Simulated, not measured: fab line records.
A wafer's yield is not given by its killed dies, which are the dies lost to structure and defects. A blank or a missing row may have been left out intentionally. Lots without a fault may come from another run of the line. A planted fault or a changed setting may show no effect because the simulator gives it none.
Which tool is to blame?    flow gf180mcu    11 lots, 33 wafers sampled, at 4 steps of a route of 602

## WHAT THE GAUGES SHOWED, per wafer
GF_HV_LDD_THK_MEAS_57. Usual: for HV_LDD_CVD_56_THK the level is 90.1 nm and the standard deviation is 0.67.
lot   measured      on             HV_LDD_CVD_56_THK (nm)  flag
L815  day 12 15:00  film_metro-02  91.1 91.0 90.9          
L816  day 13 01:20  film_metro-03  90.2 89.4 89.7          
L817  day 13 10:34  film_metro-03  90.6 90.7 90.3          
L824  day 16 00:59  film_metro-04  89.5 89.2 89.9          
L825  day 16 08:34  film_metro-03  90.0 89.8 89.9          
L826  day 16 17:35  film_metro-03  90.6 90.7 90.5          
L828  day 17 07:42  film_metro-04  89.6 89.9 89.9          
L832  day 18 17:40  film_metro-04  91.4 90.8 90.3          
L833  day 19 09:13  film_metro-02  91.4 91.4 90.8          
L835  day 20 00:01  film_metro-04  90.2 90.3 90.6          
L837  day 20 11:59  film_metro-04  89.9 90.0 90.3          

GF_CONTACT_RS_MEAS_25: a four-point-probe measurement. Usual: for CONTACT_W_RS the level is 0.380 ohm/sq and the standard deviation is 0.0038.
lot   measured      on             CONTACT_W_RS (ohm/sq)  flag
L815  day 16 03:02  film_metro-04  0.375 0.375 0.381      
L816  day 16 13:33  film_metro-04  0.379 0.380 0.383      
L817  day 17 01:04  film_metro-04  0.380 0.385 0.385      
L824  day 20 02:24  film_metro-02  0.386 0.388 0.636      OFF
L825  day 20 10:25  film_metro-03  0.633 0.381 0.630      OFF
L826  day 20 19:15  film_metro-03  0.631 0.377 0.629      OFF
L828  day 21 11:50  film_metro-02  0.379 0.383 0.370      
L832  day 22 20:47  film_metro-04  0.378 0.384 0.387      
L833  day 23 11:32  film_metro-04  0.387 0.387 0.385      
L835  day 23 23:46  film_metro-03  0.377 0.381 0.375      
L837  day 24 11:56  film_metro-04  0.383 0.379 0.378      

GF_CONTACT_THK_MEAS_26: measures by xrf. Usual: for CONTACT_W_THK the level is 307 nm and the standard deviation is 3.7.
lot   measured      on             CONTACT_W_THK (nm)  flag
L815  day 16 03:07  film_metro-04  312 311 306         
L816  day 16 13:40  film_metro-04  310 306 303         
L817  day 17 01:11  film_metro-04  311 304 304         
L824  day 20 02:31  film_metro-02  302 299 184         OFF
L825  day 20 10:32  film_metro-03  185 307 186         OFF
L826  day 20 19:20  film_metro-03  186 312 186         OFF
L828  day 21 11:57  film_metro-02  308 303 316         
L832  day 22 20:54  film_metro-04  310 303 303         
L833  day 23 11:40  film_metro-04  302 300 300         
L835  day 23 23:53  film_metro-03  310 308 314         
L837  day 24 12:03  film_metro-04  308 312 311         

## EACH LOT AND THE TOOL THAT RAN IT (in order: tool; ch and the chambers of the sampled wafers; start)
lot   GF_CONTACT_CVD_24
L815  cvd_w-01 ch 0,1, day 16 02:54
L816  cvd_w-01 ch 0,1, day 16 13:26
L817  cvd_w-01 ch 0,1, day 17 00:58
L824  cvd_w-02 ch 0,1, day 20 02:18
L825  cvd_w-02 ch 0,1, day 20 10:19
L826  cvd_w-02 ch 0,1, day 20 19:07
L828  cvd_w-01 ch 0,1, day 21 11:44
L832  cvd_w-01 ch 0,1, day 22 20:40
L833  cvd_w-02 ch 0,1, day 23 11:26
L835  cvd_w-02 ch 0, day 23 23:35
L837  cvd_w-02 ch 0,1, day 24 11:50
- GF_CONTACT_CVD_24: deposits W, target thk 300 nm, time 90.339 s.

## WHAT THE TOOLS THEMSELVES READ (means of the sampled wafers that have a number; where no wafer has one, the mark that the record gives instead)
GF_CONTACT_CVD_24. Usual: heater_power_outer_w 563 W, standard deviation 38; heater_power_w 908 W, standard deviation 77; susceptor_temp_C 400.01 C, standard deviation 0.22.
lot   tool      heater_power_outer_w (W)  heater_power_w (W)  susceptor_temp_C (C)  flag
L815  cvd_w-01  577                       916                 400.01                
L816  cvd_w-01  576                       928                 399.89                
L817  cvd_w-01  580                       931                 399.93                
L824  cvd_w-02  517                       832                 390.93                OFF
L825  cvd_w-02  473                       786                 381.61                OFF
L826  cvd_w-02  479                       780                 381.80                OFF
L828  cvd_w-01  582                       909                 399.88                
L832  cvd_w-01  590                       920                 400.03                
L833  cvd_w-02  532                       876                 400.20                
L835  cvd_w-02  528                       892                 400.17                
L837  cvd_w-02  542                       885                 399.79                

## THE ANSWER, worked out from the rows above alone
Rule: a lot counts as off when the mean over its wafers that have a number is more than 3 standard deviations away from the usual mean. Also off: a lot with no number at a reading for which 4 or more lots have one. Any other lot the step has rows for is counted as sound. After the gauges, taken in route order, come the tools' own readings; for these a lot's mean is taken, as printed above. The first step at which some lot is off is used, and at that step the reading that is off furthest; a lot without a number counts as furthest.
Off: at GF_CONTACT_RS_MEAS_25 (CONTACT_W_RS), L824, L825, L826.
If a tool, at a process step before that reading, ran all the lots that are off and no sound lot after the first of them, it fits. Not tried: the gauges at GF_CONTACT_RS_MEAS_25; whatever is off there is also off at GF_CONTACT_CVD_24, on other tools, and gauge error can't account for it. Not one of the candidates tried fits.

## WHAT THE SIMULATOR PUT IN
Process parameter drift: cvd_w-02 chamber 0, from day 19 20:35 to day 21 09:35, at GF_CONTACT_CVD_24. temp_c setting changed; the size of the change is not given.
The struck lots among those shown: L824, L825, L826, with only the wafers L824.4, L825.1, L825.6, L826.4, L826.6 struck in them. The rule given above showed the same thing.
